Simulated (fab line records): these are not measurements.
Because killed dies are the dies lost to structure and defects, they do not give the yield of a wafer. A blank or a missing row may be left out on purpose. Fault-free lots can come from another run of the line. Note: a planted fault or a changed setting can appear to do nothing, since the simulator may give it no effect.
Which tool was responsible? || flow gf180mcu || 42 wafers from 14 lots sampled at 4 of the route's 602 steps

WHAT THE GAUGES SHOWED, per wafer
GF_TOP_METAL_CD_MEAS_14: target cd 440 nm. Usual: cd-nm reads 439.1 nm (standard deviation 2.4).
{"lot": "L339", "measured": "day 28 03:16", "on": "cd-sem-01", "cd-nm (nm)": "442.1 442.6 443.1", "flag": ""}
{"lot": "L340", "measured": "day 28 12:05", "on": "cd-sem-01", "cd-nm (nm)": "441.2 439.1 438.1", "flag": ""}
{"lot": "L341", "measured": "day 28 14:49", "on": "cd-sem-01", "cd-nm (nm)": "437.1 439.1 438.7", "flag": ""}
{"lot": "L342", "measured": "day 29 05:35", "on": "cd-sem-01", "cd-nm (nm)": "443.3 442.7 441.8", "flag": ""}
{"lot": "L344", "measured": "day 29 19:14", "on": "cd-sem-01", "cd-nm (nm)": "440.6 439.1 441.9", "flag": ""}
{"lot": "L346", "measured": "day 30 08:02", "on": "cd-sem-01", "cd-nm (nm)": "436.4 438.7 437.8", "flag": ""}
{"lot": "L347", "measured": "day 30 10:46", "on": "cd-sem-02", "cd-nm (nm)": "445.2 442.7 442.0", "flag": ""}
{"lot": "L348", "measured": "day 30 14:13", "on": "cd-sem-02", "cd-nm (nm)": "442.6 441.9 444.7", "flag": ""}
{"lot": "L350", "measured": "day 31 15:43", "on": "cd-sem-01", "cd-nm (nm)": "440.9 436.7 438.6", "flag": ""}
{"lot": "L351", "measured": "day 31 15:55", "on": "cd-sem-02", "cd-nm (nm)": "439.2 441.1 440.6", "flag": ""}
{"lot": "L352", "measured": "day 31 21:31", "on": "cd-sem-01", "cd-nm (nm)": "436.3 435.8 437.8", "flag": ""}
{"lot": "L354", "measured": "day 32 06:22", "on": "cd-sem-01", "cd-nm (nm)": "437.5 437.3 438.4", "flag": ""}
{"lot": "L359", "measured": "day 33 14:13", "on": "cd-sem-01", "cd-nm (nm)": "436.4 438.0 437.2", "flag": ""}
{"lot": "L362", "measured": "day 34 04:56", "on": "cd-sem-01", "cd-nm (nm)": "436.4 437.4 435.0", "flag": ""}

WHAT TOOL EACH LOT RAN ON (gives the tool, then ch and the chambers of the sampled wafers, and finally the start)
{"lot": "L339", "GF_V4_CVD_23": "cvd-w-01 ch 0,1, day 24 13:01", "GF_TOP_METAL_SPUTTER_01": "pvd-sputter-03, day 27 07:14", "GF_TOP_METAL_SPUTTER_03": "pvd-sputter-03, day 27 07:19"}
{"lot": "L340", "GF_V4_CVD_23": "cvd-w-01 ch 0,1, day 24 21:49", "GF_TOP_METAL_SPUTTER_01": "pvd-sputter-03, day 27 16:37", "GF_TOP_METAL_SPUTTER_03": "pvd-sputter-03, day 27 16:42"}
{"lot": "L341", "GF_V4_CVD_23": "cvd-w-01 ch 1, day 25 01:08", "GF_TOP_METAL_SPUTTER_01": "pvd-sputter-02, day 27 19:13", "GF_TOP_METAL_SPUTTER_03": "pvd-sputter-02, day 27 19:17"}
{"lot": "L342", "GF_V4_CVD_23": "cvd-w-01 ch 0,1, day 25 16:10", "GF_TOP_METAL_SPUTTER_01": "pvd-sputter-03, day 28 10:43", "GF_TOP_METAL_SPUTTER_03": "pvd-sputter-03, day 28 10:47"}
{"lot": "L344", "GF_V4_CVD_23": "cvd-w-01 ch 0,1, day 26 08:19", "GF_TOP_METAL_SPUTTER_01": "pvd-sputter-03, day 28 23:49", "GF_TOP_METAL_SPUTTER_03": "pvd-sputter-03, day 28 23:53"}
{"lot": "L346", "GF_V4_CVD_23": "cvd-w-02 ch 0,1, day 26 21:37", "GF_TOP_METAL_SPUTTER_01": "pvd-sputter-03, day 29 13:17", "GF_TOP_METAL_SPUTTER_03": "pvd-sputter-03, day 29 13:21"}
{"lot": "L347", "GF_V4_CVD_23": "cvd-w-02 ch 0,1, day 27 00:25", "GF_TOP_METAL_SPUTTER_01": "pvd-sputter-04, day 29 15:52", "GF_TOP_METAL_SPUTTER_03": "pvd-sputter-04, day 29 15:57"}
{"lot": "L348", "GF_V4_CVD_23": "cvd-w-01 ch 0,1, day 27 07:16", "GF_TOP_METAL_SPUTTER_01": "pvd-sputter-04, day 29 19:56", "GF_TOP_METAL_SPUTTER_03": "pvd-sputter-04, day 29 20:00"}
{"lot": "L350", "GF_V4_CVD_23": "cvd-w-01 ch 0,1, day 28 09:49", "GF_TOP_METAL_SPUTTER_01": "pvd-sputter-02, day 30 22:35", "GF_TOP_METAL_SPUTTER_03": "pvd-sputter-02, day 30 22:40"}
{"lot": "L351", "GF_V4_CVD_23": "cvd-w-01 ch 0,1, day 28 10:12", "GF_TOP_METAL_SPUTTER_01": "pvd-sputter-04, day 30 22:56", "GF_TOP_METAL_SPUTTER_03": "pvd-sputter-04, day 30 23:01"}
{"lot": "L352", "GF_V4_CVD_23": "cvd-w-02 ch 0,1, day 28 16:53", "GF_TOP_METAL_SPUTTER_01": "pvd-sputter-04, day 31 04:49", "GF_TOP_METAL_SPUTTER_03": "pvd-sputter-04, day 31 04:53"}
{"lot": "L354", "GF_V4_CVD_23": "cvd-w-01 ch 0,1, day 29 02:01", "GF_TOP_METAL_SPUTTER_01": "pvd-sputter-04, day 31 13:37", "GF_TOP_METAL_SPUTTER_03": "pvd-sputter-04, day 31 13:42"}
{"lot": "L359", "GF_V4_CVD_23": "cvd-w-02 ch 1, day 30 14:52", "GF_TOP_METAL_SPUTTER_01": "pvd-sputter-02, day 32 22:41", "GF_TOP_METAL_SPUTTER_03": "pvd-sputter-02, day 32 22:46"}
{"lot": "L362", "GF_V4_CVD_23": "cvd-w-02 ch 0,1, day 31 09:07", "GF_TOP_METAL_SPUTTER_01": "pvd-sputter-03, day 33 14:05", "GF_TOP_METAL_SPUTTER_03": "pvd-sputter-03, day 33 14:09"}
- GF_V4_CVD_23: deposits W, target thk 350 nm, time 104.9 s.
- GF_TOP_METAL_SPUTTER_01: material TiN, target thk 30 nm, time 25 s.
- GF_TOP_METAL_SPUTTER_03: material Ti, target thk 5 nm, time 3.3 s.

AS READ BY THE TOOLS THEMSELVES (means over the sampled wafers that have a number; for cases with no such wafer, the mark the record gives instead)
GF_V4_CVD_23. Usual: heater-power-w reads 880 W (standard deviation 50).
{"lot": "L339", "tool": "cvd-w-01", "heater-power-w (W)": 864, "flag": ""}
{"lot": "L340", "tool": "cvd-w-01", "heater-power-w (W)": 914, "flag": ""}
{"lot": "L341", "tool": "cvd-w-01", "heater-power-w (W)": 943, "flag": ""}
{"lot": "L342", "tool": "cvd-w-01", "heater-power-w (W)": 865, "flag": ""}
{"lot": "L344", "tool": "cvd-w-01", "heater-power-w (W)": 870, "flag": ""}
{"lot": "L346", "tool": "cvd-w-02", "heater-power-w (W)": 870, "flag": ""}
{"lot": "L347", "tool": "cvd-w-02", "heater-power-w (W)": 857, "flag": ""}
{"lot": "L348", "tool": "cvd-w-01", "heater-power-w (W)": 907, "flag": ""}
{"lot": "L350", "tool": "cvd-w-01", "heater-power-w (W)": 906, "flag": ""}
{"lot": "L351", "tool": "cvd-w-01", "heater-power-w (W)": 909, "flag": ""}
{"lot": "L352", "tool": "cvd-w-02", "heater-power-w (W)": 864, "flag": ""}
{"lot": "L354", "tool": "cvd-w-01", "heater-power-w (W)": 911, "flag": ""}
{"lot": "L359", "tool": "cvd-w-02", "heater-power-w (W)": 839, "flag": ""}
{"lot": "L362", "tool": "cvd-w-02", "heater-power-w (W)": 858, "flag": ""}

GF_TOP_METAL_SPUTTER_01. Usual: throttle-valve-pct reads 30.2 % (standard deviation 1.6).
{"lot": "L339", "tool": "pvd-sputter-03", "throttle-valve-pct (%)": 31.0, "flag": ""}
{"lot": "L340", "tool": "pvd-sputter-03", "throttle-valve-pct (%)": 31.4, "flag": ""}
{"lot": "L341", "tool": "pvd-sputter-02", "throttle-valve-pct (%)": 29.1, "flag": ""}
{"lot": "L342", "tool": "pvd-sputter-03", "throttle-valve-pct (%)": 30.9, "flag": ""}
{"lot": "L344", "tool": "pvd-sputter-03", "throttle-valve-pct (%)": 31.4, "flag": ""}
{"lot": "L346", "tool": "pvd-sputter-03", "throttle-valve-pct (%)": 30.1, "flag": ""}
{"lot": "L347", "tool": "pvd-sputter-04", "throttle-valve-pct (%)": 28.5, "flag": ""}
{"lot": "L348", "tool": "pvd-sputter-04", "throttle-valve-pct (%)": 29.9, "flag": ""}
{"lot": "L350", "tool": "pvd-sputter-02", "throttle-valve-pct (%)": 29.7, "flag": ""}
{"lot": "L351", "tool": "pvd-sputter-04", "throttle-valve-pct (%)": 31.9, "flag": ""}
{"lot": "L352", "tool": "pvd-sputter-04", "throttle-valve-pct (%)": 29.6, "flag": ""}
{"lot": "L354", "tool": "pvd-sputter-04", "throttle-valve-pct (%)": 29.5, "flag": ""}
{"lot": "L359", "tool": "pvd-sputter-02", "throttle-valve-pct (%)": 28.8, "flag": ""}
{"lot": "L362", "tool": "pvd-sputter-03", "throttle-valve-pct (%)": 30.7, "flag": ""}

GF_TOP_METAL_SPUTTER_03. Usual: throttle-valve-pct reads 30.2 % (standard deviation 1.6).
{"lot": "L339", "tool": "pvd-sputter-03", "throttle-valve-pct (%)": 30.9, "flag": ""}
{"lot": "L340", "tool": "pvd-sputter-03", "throttle-valve-pct (%)": 31.4, "flag": ""}
{"lot": "L341", "tool": "pvd-sputter-02", "throttle-valve-pct (%)": 29.1, "flag": ""}
{"lot": "L342", "tool": "pvd-sputter-03", "throttle-valve-pct (%)": 31.0, "flag": ""}
{"lot": "L344", "tool": "pvd-sputter-03", "throttle-valve-pct (%)": 31.5, "flag": ""}
{"lot": "L346", "tool": "pvd-sputter-03", "throttle-valve-pct (%)": 30.0, "flag": ""}
{"lot": "L347", "tool": "pvd-sputter-04", "throttle-valve-pct (%)": 28.5, "flag": ""}
{"lot": "L348", "tool": "pvd-sputter-04", "throttle-valve-pct (%)": 29.9, "flag": ""}
{"lot": "L350", "tool": "pvd-sputter-02", "throttle-valve-pct (%)": 29.9, "flag": ""}
{"lot": "L351", "tool": "pvd-sputter-04", "throttle-valve-pct (%)": 31.9, "flag": ""}
{"lot": "L352", "tool": "pvd-sputter-04", "throttle-valve-pct (%)": 29.6, "flag": ""}
{"lot": "L354", "tool": "pvd-sputter-04", "throttle-valve-pct (%)": 29.3, "flag": ""}
{"lot": "L359", "tool": "pvd-sputter-02", "throttle-valve-pct (%)": 28.9, "flag": ""}
{"lot": "L362", "tool": "pvd-sputter-03", "throttle-valve-pct (%)": 30.9, "flag": ""}

THE ANSWER, worked out from the rows above alone
Rule: lot off if the mean of its wafers having a number is beyond 3 standard deviations from the usual mean. A lot without any number at a reading at which 4 lots or more have one is off too. The other lots that the step has rows for count as sound. First the gauges in route order, then the tools' own readings, where a lot's mean is used as printed above. At the first step where some lot is off, the reading lying furthest off is the one used; lots without a number count as furthest.
No lot is off on any of the readings shown, so nothing can be concluded from this.

WHAT THE SIMULATOR HAD PUT IN
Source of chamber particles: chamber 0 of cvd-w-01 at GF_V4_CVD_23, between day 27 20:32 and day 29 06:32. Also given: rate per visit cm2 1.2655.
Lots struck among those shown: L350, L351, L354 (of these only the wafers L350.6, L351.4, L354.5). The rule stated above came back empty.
